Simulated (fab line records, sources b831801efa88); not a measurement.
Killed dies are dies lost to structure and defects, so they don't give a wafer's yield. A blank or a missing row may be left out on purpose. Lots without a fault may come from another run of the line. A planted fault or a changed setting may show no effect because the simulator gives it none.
fab line records | flow sky130 | part 1 of 2: steps 1 to 34 of 46
record lots=5 wafers=15 last_day=50
route steps=708 shown VT_ADJUST_NCORE@127 VT_ADJUST_HVTR@131 VT_ADJUST_PCH@143 SONOS_TUNNEL@154 SONOS_ONO@168
lots that met no fault: from a run of the same line without faults
start_h: hours from the record's first day to the start of the lot's first wafer shown | wait_h: hours since the lot's step before | " the same as in the row above | L1.1+2: a row that stands for several wafers | - no value, or no start given | * or withheld: withheld | < > ~ a bound
route shown NAME@n: a module of which the file shows steps, and the number in the route of the first | usual: mean/standard deviation of fault-free wafers | same: alike in all rows | chamber/n: place in a boat | sites: the reading at each site | _std_site: their standard deviation | _edge_site: outer sites' mean less inner sites' | radius_mm: how far each site lies from the wafer's centre | mask NAME#n: copy n | behind: the tool/chamber that last shaped the wafer | hold: why the lot was held/for how many hours/how that ended | device: the transistor (n, p or np) that didn't switch | end of line: the same wafers' tests at the end of the route | a step without rows: its recipe alone | killed: dies lost to structure and defects at the first sort, not the wafer's yield | map: a wafer's dies, x killed, . not, _ none there
set.NAME: the setting as run; set.NAME@STEP: as run at that earlier step | model.NAME: the simulator's own value behind a step, which no gauge read
lots at some steps of the route; a table a step, a row a wafer
services: from which hour (start_h, from the record's first day; less than 0 if before it) a tool's chamber was out of use, for how many hours, and why
## steps
# step SKY_VT_ADJUST_NCORE_OVL_MEAS_08
# usual VT_ADJUST_NCORE_OVL=-0.1/1.3
# columns lot.wafer tool chamber start_h wait_h VT_ADJUST_NCORE_OVL[nm]
L076.2 overlay-02 - 206.97 0.1 1.8
L076.3 " - " " 1.6
L076.5 " - " " 2.5
L081.1 overlay-02 - 246.37 0.1 0.8
L081.2 " - " " 1.2
L081.4 " - " " 0.6
L084.1 overlay-01 - 259.18 0.1 -0.2
L084.4 " - " " -0.1
L084.5 " - " " 1.9
L091.4 overlay-01 - 316.03 0.1 2.4
L091.5 " - " " 1.5
L091.6 " - " " 1.1
L094.1 overlay-01 - 329.52 0.1 0.3
L094.3 " - " " -2.3
L094.5 " - " " 0.5
# step SKY_VT_ADJUST_NCORE_IMPLANT_09
# recipe species=B energy_kev=10 dose_cm2=2.4e+12 tilt_deg=withheld
# columns lot.wafer tool chamber start_h wait_h
L076.2+3+5 implanter-03 0 207.02 0.0
L081.1+2+4 implanter-03 0 246.40 0.0
L084.1+4+5 implanter-04 0 259.22 0.0
L091.4+5+6 implanter-01 0 316.13 0.1
L094.1+3+5 implanter-01 0 329.55 0.0
# step SKY_VT_ADJUST_NCORE_STRIP_10
# recipe chemistry=O2/N2 power_w=1400 pressure_mtorr=1500 platen_temp_c=withheld o2_flow_sccm=3000 n2_flow_sccm=300 overash_fraction=0.5
# usual drypump_motor_current_A=5.6/0.35 oes_product_au=0.716/0.0044 strip_time_to_endpoint_s=14.20/0.04
# columns lot.wafer tool chamber start_h wait_h drypump_motor_current_A oes_product_au rf_hours_counter_h strip_time_to_endpoint_s
L076.2 plasma_asher-02 0 207.15 0.1 5.4 0.708 50 14.21
L076.3 " 1 " " 5.4 0.716 - 14.19
L076.5 " 0 " " 5.5 0.716 - 14.16
L081.1 plasma_asher-04 0 246.55 0.1 5.5 0.713 56 14.17
L081.2 " 1 " " 5.6 0.711 56 14.17
L081.4 " 1 " " 5.6 0.708 - 14.22
L084.1 plasma_asher-04 0 259.37 0.1 5.5 0.716 57 14.15
L084.4 " 0 " " 5.5 0.711 - 14.15
L084.5 " 1 " " 5.6 0.728 - 14.18
L091.4 plasma_asher-04 0 316.24 0.1 5.5 0.712 - 14.18
L091.5 " 0 " " 5.5 0.721 - 14.22
L091.6 " 1 " " 5.6 0.719 - 14.21
L094.1 plasma_asher-02 1 329.70 0.1 5.4 0.723 62 14.20
L094.3 " 1 " " 5.4 0.719 - 14.16
L094.5 " 0 " " 5.5 0.711 - 14.14
# step SKY_VT_ADJUST_NCORE_TW_MEAS_11
# usual VT_ADJUST_NCORE_TW=218.7/2.7
# columns lot.wafer tool chamber start_h wait_h VT_ADJUST_NCORE_TW
L076.2 film_metro-02 - 207.26 0.1 221.4
L076.3 " - " " 221.5
L076.5 " - " " 222.4
L081.1 film_metro-03 - 246.65 0.1 220.1
L081.2 " - " " 220.3
L081.4 " - " " 220.1
L084.1 film_metro-01 - 259.47 0.1 216.6
L084.4 " - " " 216.6
L084.5 " - " " 215.5
L091.4 film_metro-01 - 316.33 0.1 214.4
L091.5 " - " " 215.4
L091.6 " - " " 215.0
L094.1 film_metro-03 - 329.80 0.1 220.7
L094.3 " - " " 221.3
L094.5 " - " " 222.1
# step SKY_VT_ADJUST_HVTR_DEHYDRATE_00
# recipe temp_c=200 time_s=60
# columns lot.wafer tool chamber start_h wait_h
L076.2+3+5 litho_track-01 0 217.41 10.1
L081.1+2+4 litho_track-02 0 258.55 11.9
L084.1+4+5 litho_track-03 0 271.73 12.2
L091.4+5+6 litho_track-03 0 329.20 12.9
L094.1+3+5 litho_track-03 0 342.52 12.7
# step SKY_VT_ADJUST_HVTR_HMDS_01
# recipe prime_time_s=60 prime_temp_c=120
# columns lot.wafer tool chamber start_h wait_h
L076.2+3+5 litho_track-01 0 217.56 0.1
L081.1+2+4 litho_track-02 0 258.70 0.1
L084.1+4+5 litho_track-03 0 271.88 0.1
L091.4+5+6 litho_track-03 0 329.35 0.1
L094.1+3+5 litho_track-03 0 342.67 0.1
# step SKY_VT_ADJUST_HVTR_COAT_02
# recipe resist=NOVOLAK spin_rpm=3000 resist_thk_nm=1140
# columns lot.wafer tool chamber start_h wait_h
L076.2+3+5 litho_track-01 0 217.71 0.1
L081.1+2+4 litho_track-02 0 258.85 0.1
L084.1+4+5 litho_track-03 0 272.03 0.1
L091.4+5+6 litho_track-03 0 329.50 0.1
L094.1+3+5 litho_track-03 0 342.82 0.1
# step SKY_VT_ADJUST_HVTR_SOFTBAKE_03
# recipe temp_c=90 time_s=60 resist=NOVOLAK
# columns lot.wafer tool chamber start_h wait_h
L076.2+3+5 litho_track-01 0 217.86 0.1
L081.1+2+4 litho_track-02 0 259.00 0.1
L084.1+4+5 litho_track-03 0 272.18 0.1
L091.4+5+6 litho_track-03 0 329.65 0.1
L094.1+3+5 litho_track-03 0 342.97 0.1
# step SKY_VT_ADJUST_HVTR_EXPOSE_04
# recipe mask_id=HVTRM target_cd_nm=380 na=0.6 source_shape=conventional sigma_outer=0.6 dose_mj=150
# usual focus_offset_nm=0.0/0.5
# columns lot.wafer tool chamber start_h wait_h mask focus_offset_nm
L076.2 iline_stepper-02 0 - - HVTRM#0 -0.4
L076.3 " 0 " " HVTRM#0 0.0
L076.5 " 0 " " HVTRM#0 -0.2
L081.1 iline_stepper-02 0 - - HVTRM#0 0.5
L081.2 " 0 " " HVTRM#0 0.1
L081.4 " 0 " " HVTRM#0 -0.3
L084.1 iline_stepper-02 0 - - HVTRM#0 0.3
L084.4 " 0 " " HVTRM#0 0.9
L084.5 " 0 " " HVTRM#0 0.8
L091.4 iline_stepper-01 0 - - HVTRM#0 0.2
L091.5 " 0 " " HVTRM#0 0.3
L091.6 " 0 " " HVTRM#0 0.3
L094.1 iline_stepper-02 0 - - HVTRM#0 1.0
L094.3 " 0 " " HVTRM#0 0.9
L094.5 " 0 " " HVTRM#0 0.5
# step SKY_VT_ADJUST_HVTR_PEB_05
# recipe temp_c=withheld time_s=* resist=NOVOLAK
# columns lot.wafer tool chamber start_h wait_h
L076.2+3+5 litho_track-02 0 - -
L081.1+2+4 litho_track-01 0 - -
L084.1+4+5 litho_track-03 0 - -
L091.4+5+6 litho_track-01 0 - -
L094.1+3+5 litho_track-01 0 - -
# step SKY_VT_ADJUST_HVTR_DEVELOP_06
# recipe develop_time_s=60 dev_temp_c=23
# columns lot.wafer tool chamber start_h wait_h
L076.2+3+5 litho_track-02 0 230.27 0.1
L081.1+2+4 litho_track-01 0 271.59 0.1
L084.1+4+5 litho_track-03 0 285.03 0.1
L091.4+5+6 litho_track-01 0 342.71 0.1
L094.1+3+5 litho_track-01 0 356.94 0.1
# step SKY_VT_ADJUST_HVTR_CD_MEAS_07
# recipe target_cd_nm=380
# usual cd_nm=379.8/2.5
# columns lot.wafer tool chamber start_h wait_h cd_nm
L076.2 cd_sem-01 - 230.42 0.1 374.7
L076.3 " - " " 375.7
L076.5 " - " " 378.5
L081.1 cd_sem-01 - 271.74 0.1 382.3
L081.2 " - " " 380.5
L081.4 " - " " 379.8
L084.1 cd_sem-01 - 285.18 0.1 380.5
L084.4 " - " " 384.2
L084.5 " - " " 380.7
L091.4 cd_sem-01 - 342.85 0.1 376.7
L091.5 " - " " 379.7
L091.6 " - " " 377.5
L094.1 cd_sem-01 - 357.09 0.1 385.2
L094.3 " - " " 382.9
L094.5 " - " " 384.4
# step SKY_VT_ADJUST_HVTR_OVL_MEAS_08
# usual VT_ADJUST_HVTR_OVL=-0.5/1.2
# columns lot.wafer tool chamber start_h wait_h VT_ADJUST_HVTR_OVL[nm]
L076.2 overlay-01 - 230.52 0.1 -1.3
L076.3 " - " " 0.3
L076.5 " - " " -1.2
L081.1 overlay-01 - 271.86 0.1 -1.3
L081.2 " - " " -1.7
L081.4 " - " " -3.2
L084.1 overlay-01 - 285.30 0.1 -0.7
L084.4 " - " " 0.9
L084.5 " - " " 2.0
L091.4 overlay-02 - 342.93 0.1 -0.5
L091.5 " - " " 0.3
L091.6 " - " " -2.1
L094.1 overlay-02 - 357.21 0.1 0.4
L094.3 " - " " -0.1
L094.5 " - " " -0.9
# step SKY_VT_ADJUST_HVTR_IMPLANT_09
# recipe species=B energy_kev=10 dose_cm2=2.1e+12 tilt_deg=withheld
# columns lot.wafer tool chamber start_h wait_h
L076.2+3+5 implanter-02 0 230.58 0.0
L081.1+2+4 implanter-02 0 271.89 0.0
L084.1+4+5 implanter-03 0 285.33 0.0
L091.4+5+6 implanter-03 0 343.02 0.1
L094.1+3+5 implanter-04 0 357.24 0.0
# step SKY_VT_ADJUST_HVTR_STRIP_10
# recipe chemistry=O2/N2 power_w=1400 pressure_mtorr=1500 platen_temp_c=withheld o2_flow_sccm=3000 n2_flow_sccm=300 overash_fraction=0.5
# usual drypump_motor_current_A=6.0/0.5 oes_product_au=0.715/0.0045 strip_time_to_endpoint_s=14.18/0.038
# columns lot.wafer tool chamber start_h wait_h drypump_motor_current_A oes_product_au rf_hours_counter_h strip_time_to_endpoint_s
L076.2 plasma_asher-01 0 230.70 0.1 6.4 0.710 11 14.16
L076.3 " 0 " " 6.4 0.705 - 14.17
L076.5 " 1 " " 6.5 0.718 - 14.17
L081.1 plasma_asher-01 1 272.04 0.1 6.5 0.713 15 14.18
L081.2 " 0 " " 6.4 0.712 15 14.14
L081.4 " 1 " " 6.5 0.712 - 14.22
L084.1 plasma_asher-03 0 285.48 0.1 5.3 0.718 46 14.17
L084.4 " 1 " " 6.4 0.714 - 14.17
L084.5 " 1 " " 6.4 0.706 - 14.16
L091.4 plasma_asher-02 1 343.13 0.1 5.4 0.707 - 14.22
L091.5 " 0 " " 5.5 0.712 - 14.22
L091.6 " 1 " " 5.4 0.713 - 14.23
L094.1 plasma_asher-03 1 357.39 0.1 6.4 0.717 52 14.24
L094.3 " 0 " " 5.3 0.708 - 14.25
L094.5 " 1 " " 6.4 0.716 - 14.20
# step SKY_VT_ADJUST_HVTR_TW_MEAS_11
# usual VT_ADJUST_HVTR_TW=211.0/2.7
# columns lot.wafer tool chamber start_h wait_h VT_ADJUST_HVTR_TW
L076.2 film_metro-03 - 230.81 0.1 212.2
L076.3 " - " " 212.7
L076.5 " - " " 212.6
L081.1 film_metro-03 - 272.14 0.1 213.6
L081.2 " - " " 213.2
L081.4 " - " " 213.4
L084.1 film_metro-04 - 285.58 0.1 213.0
L084.4 " - " " 213.0
L084.5 " - " " 212.8
L091.4 film_metro-04 - 343.22 0.1 213.8
L091.5 " - " " 213.9
L091.6 " - " " 214.0
L094.1 film_metro-04 - 357.49 0.1 214.5
L094.3 " - " " 213.8
L094.5 " - " " 213.1
# step SKY_VT_ADJUST_PCH_DEHYDRATE_00
# recipe temp_c=200 time_s=60
# columns lot.wafer tool chamber start_h wait_h
L076.2+3+5 litho_track-04 0 241.04 10.2
L081.1+2+4 litho_track-01 0 284.04 11.9
L084.1+4+5 litho_track-04 0 297.81 12.2
L091.4+5+6 litho_track-04 0 356.79 13.6
L094.1+3+5 litho_track-01 0 370.79 13.3
# step SKY_VT_ADJUST_PCH_HMDS_01
# recipe prime_time_s=60 prime_temp_c=120
# columns lot.wafer tool chamber start_h wait_h
L076.2+3+5 litho_track-04 0 241.19 0.1
L081.1+2+4 litho_track-01 0 284.19 0.1
L084.1+4+5 litho_track-04 0 297.96 0.1
L091.4+5+6 litho_track-04 0 356.94 0.1
L094.1+3+5 litho_track-01 0 370.94 0.1
# step SKY_VT_ADJUST_PCH_COAT_02
# recipe spin_rpm=2000 resist_thk_nm=3000
# columns lot.wafer tool chamber start_h wait_h
L076.2+3+5 litho_track-04 0 241.34 0.1
L081.1+2+4 litho_track-01 0 284.34 0.1
L084.1+4+5 litho_track-04 0 298.11 0.1
L091.4+5+6 litho_track-04 0 357.09 0.1
L094.1+3+5 litho_track-01 0 371.09 0.1
# step SKY_VT_ADJUST_PCH_SOFTBAKE_03
# recipe temp_c=110 time_s=withheld
# columns lot.wafer tool chamber start_h wait_h
L076.2+3+5 litho_track-04 0 241.50 0.1
L081.1+2+4 litho_track-01 0 284.49 0.1
L084.1+4+5 litho_track-04 0 298.26 0.1
L091.4+5+6 litho_track-04 0 357.26 0.1
L094.1+3+5 litho_track-01 0 371.24 0.1
# step SKY_VT_ADJUST_PCH_EXPOSE_04
# recipe mask_id=NWM na=0.6 source_shape=conventional sigma_outer=0.6 polarization=unpolarized target_cd_nm=840 dose_mj=255
# usual focus_offset_nm=0.1/0.47
# columns lot.wafer tool chamber start_h wait_h mask focus_offset_nm
L076.2 iline_stepper-02 0 - - NWM#0 0.0
L076.3 " 0 " " NWM#0 0.7
L076.5 " 0 " " NWM#0 0.3
L081.1 iline_stepper-02 0 - - NWM#0 0.1
L081.2 " 0 " " NWM#0 0.7
L081.4 " 0 " " NWM#0 0.5
L084.1 iline_stepper-01 0 - - NWM#0 -0.3
L084.4 " 0 " " NWM#0 -0.9
L084.5 " 0 " " NWM#0 0.3
L091.4 iline_stepper-01 0 - - NWM#0 0.1
L091.5 " 0 " " NWM#0 0.5
L091.6 " 0 " " NWM#0 0.4
L094.1 iline_stepper-02 0 - - NWM#0 -0.2
L094.3 " 0 " " NWM#0 -0.5
L094.5 " 0 " " NWM#0 0.2
# step SKY_VT_ADJUST_PCH_PEB_05
# recipe temp_c=115 time_s=withheld
# columns lot.wafer tool chamber start_h wait_h
L076.2+3+5 litho_track-03 0 - -
L081.1+2+4 litho_track-01 0 - -
L084.1+4+5 litho_track-04 0 - -
L091.4+5+6 litho_track-03 0 - -
L094.1+3+5 litho_track-04 0 - -
# step SKY_VT_ADJUST_PCH_DEVELOP_06
# recipe wall_angle_deg=90 developer=TMAH develop_time_s=60 dev_temp_c=23
# columns lot.wafer tool chamber start_h wait_h
L076.2+3+5 litho_track-03 0 - -
L081.1+2+4 litho_track-01 0 - -
L084.1+4+5 litho_track-04 0 - -
L091.4+5+6 litho_track-03 0 - -
L094.1+3+5 litho_track-04 0 - -
# step SKY_VT_ADJUST_PCH_OVL_MEAS_07
# usual VT_ADJUST_PCH_OVL=-1.9/1.6
# columns lot.wafer tool chamber start_h wait_h VT_ADJUST_PCH_OVL[nm]
L076.2 overlay-01 - 254.58 - -2.1
L076.3 " - " " -2.6
L076.5 " - " " -2.4
L081.1 overlay-01 - 297.89 - 0.6
L081.2 " - " " 1.1
L081.4 " - " " -0.5
L084.1 overlay-01 - 311.01 - -1.4
L084.4 " - " " -2.3
L084.5 " - " " -2.5
L091.4 overlay-01 - 370.89 - -2.8
L091.5 " - " " -2.4
L091.6 " - " " -3.4
L094.1 overlay-02 - 385.91 - -2.8
L094.3 " - " " -1.5
L094.5 " - " " 1.0
# step SKY_VT_ADJUST_PCH_IMPLANT_08
# recipe species=B energy_kev=10 dose_cm2=5e+11 tilt_deg=withheld
# columns lot.wafer tool chamber start_h wait_h
L076.2+3+5 implanter-01 0 254.64 0.0
L081.1+2+4 implanter-01 0 297.92 0.0
L084.1+4+5 implanter-02 0 311.05 0.0
L091.4+5+6 implanter-02 0 370.99 0.1
L094.1+3+5 implanter-04 0 385.95 0.0
# step SKY_VT_ADJUST_PCH_STRIP_09
# recipe chemistry=O2/N2 power_w=1400 pressure_mtorr=1500 platen_temp_c=withheld o2_flow_sccm=3000 n2_flow_sccm=300 overash_fraction=0.5
# usual drypump_motor_current_A=6.1/0.46 oes_product_au=0.722/0.0045 strip_time_to_endpoint_s=36.95/0.095
# columns lot.wafer tool chamber start_h wait_h drypump_motor_current_A oes_product_au rf_hours_counter_h strip_time_to_endpoint_s
L076.2 plasma_asher-01 0 254.76 0.1 6.4 0.728 13 36.91
L076.3 " 0 " " 6.4 0.726 - 37.04
L076.5 " 1 " " 6.5 0.709 - 37.05
L081.1 plasma_asher-01 1 298.07 0.1 6.5 0.723 18 36.84
L081.2 " 0 " " 6.4 0.719 18 36.94
L081.4 " 1 " " 6.4 0.718 - 36.93
L084.1 plasma_asher-01 0 311.20 0.1 6.4 0.716 19 36.82
L084.4 " 0 " " 6.4 0.728 - 36.79
L084.5 " 1 " " 6.5 0.725 - 36.83
L091.4 plasma_asher-01 1 371.09 0.1 6.5 0.718 - 36.91
L091.5 " 1 " " 6.5 0.720 - 36.94
L091.6 " 0 " " 6.4 0.717 - 36.80
L094.1 plasma_asher-01 1 386.10 0.1 6.5 0.724 27 36.80
L094.3 " 0 " " 6.4 0.716 - 36.90
L094.5 " 1 " " 6.4 0.721 - 36.82
# step SKY_VT_ADJUST_PCH_TW_MEAS_10
# usual VT_ADJUST_PCH_TW=143.8/0.55
# columns lot.wafer tool chamber start_h wait_h VT_ADJUST_PCH_TW
L076.2 film_metro-03 - 254.87 0.1 143.2
L076.3 " - " " 142.7
L076.5 " - " " 142.7
L081.1 film_metro-02 - 298.17 0.1 143.3
L081.2 " - " " 143.3
L081.4 " - " " 144.7
L084.1 film_metro-03 - 311.30 0.1 144.1
L084.4 " - " " 144.2
L084.5 " - " " 144.4
L091.4 film_metro-04 - 371.19 0.1 143.6
L091.5 " - " " 144.7
L091.6 " - " " 144.3
L094.1 film_metro-04 - 386.20 0.1 144.5
L094.3 " - " " 144.2
L094.5 " - " " 143.9
# step SKY_SONOS_TUNNEL_DEHYDRATE_00
# recipe temp_c=200 time_s=60
# columns lot.wafer tool chamber start_h wait_h
L076.2+3+5 litho_track-02 0 266.17 11.3
L081.1+2+4 litho_track-04 0 310.06 11.9
L084.1+4+5 litho_track-04 0 323.56 12.3
L091.4+5+6 litho_track-03 0 385.15 13.9
L094.1+3+5 litho_track-02 0 400.30 14.1
# step SKY_SONOS_TUNNEL_HMDS_01
# recipe prime_time_s=60 prime_temp_c=120
# columns lot.wafer tool chamber start_h wait_h
L076.2+3+5 litho_track-02 0 266.32 0.1
L081.1+2+4 litho_track-04 0 310.21 0.1
L084.1+4+5 litho_track-04 0 323.71 0.1
L091.4+5+6 litho_track-03 0 385.30 0.1
L094.1+3+5 litho_track-02 0 400.45 0.1
# step SKY_SONOS_TUNNEL_COAT_02
# recipe resist=NOVOLAK spin_rpm=3000 resist_thk_nm=1140
# columns lot.wafer tool chamber start_h wait_h
L076.2+3+5 litho_track-02 0 266.47 0.1
L081.1+2+4 litho_track-04 0 310.36 0.1
L084.1+4+5 litho_track-04 0 323.86 0.1
L091.4+5+6 litho_track-03 0 385.45 0.1
L094.1+3+5 litho_track-02 0 400.60 0.1
# step SKY_SONOS_TUNNEL_SOFTBAKE_03
# recipe temp_c=90 time_s=60 resist=NOVOLAK
# columns lot.wafer tool chamber start_h wait_h
L076.2+3+5 litho_track-02 0 266.62 0.1
L081.1+2+4 litho_track-04 0 310.51 0.1
L084.1+4+5 litho_track-04 0 324.01 0.1
L091.4+5+6 litho_track-03 0 385.60 0.1
L094.1+3+5 litho_track-02 0 400.75 0.1
# step SKY_SONOS_TUNNEL_EXPOSE_04
# recipe mask_id=TUNM na=0.6 source_shape=conventional sigma_outer=0.6 polarization=unpolarized target_cd_nm=410 dose_mj=136
# usual focus_offset_nm=0.1/0.5
# columns lot.wafer tool chamber start_h wait_h mask focus_offset_nm
L076.2 iline_stepper-02 0 - - TUNM#0 -0.1
L076.3 " 0 " " TUNM#0 0.1
L076.5 " 0 " " TUNM#0 -0.3
L081.1 iline_stepper-01 0 - - TUNM#0 1.2
L081.2 " 0 " " TUNM#0 0.5
L081.4 " 0 " " TUNM#0 0.9
L084.1 iline_stepper-02 0 - - TUNM#0 1.1
L084.4 " 0 " " TUNM#0 0.1
L084.5 " 0 " " TUNM#0 0.8
L091.4 iline_stepper-01 0 - - TUNM#0 -0.3
L091.5 " 0 " " TUNM#0 -0.1
L091.6 " 0 " " TUNM#0 0.1
L094.1 iline_stepper-01 0 - - TUNM#0 0.4
L094.3 " 0 " " TUNM#0 0.2
L094.5 " 0 " " TUNM#0 0.0
# step SKY_SONOS_TUNNEL_PEB_05
# recipe temp_c=withheld time_s=* resist=NOVOLAK
# columns lot.wafer tool chamber start_h wait_h
L076.2+3+5 litho_track-04 0 - -
L081.1+2+4 litho_track-02 0 - -
L084.1+4+5 litho_track-02 0 - -
L091.4+5+6 litho_track-03 0 - -
L094.1+3+5 litho_track-02 0 - -
# step SKY_SONOS_TUNNEL_DEVELOP_06
# recipe resist=NOVOLAK developer=TMAH develop_time_s=60 dev_temp_c=23
# columns lot.wafer tool chamber start_h wait_h
L076.2+3+5 litho_track-04 0 279.49 0.1
L081.1+2+4 litho_track-02 0 323.35 0.1
L084.1+4+5 litho_track-02 0 336.55 0.1
L091.4+5+6 litho_track-03 0 400.30 0.1
L094.1+3+5 litho_track-02 0 415.15 0.1
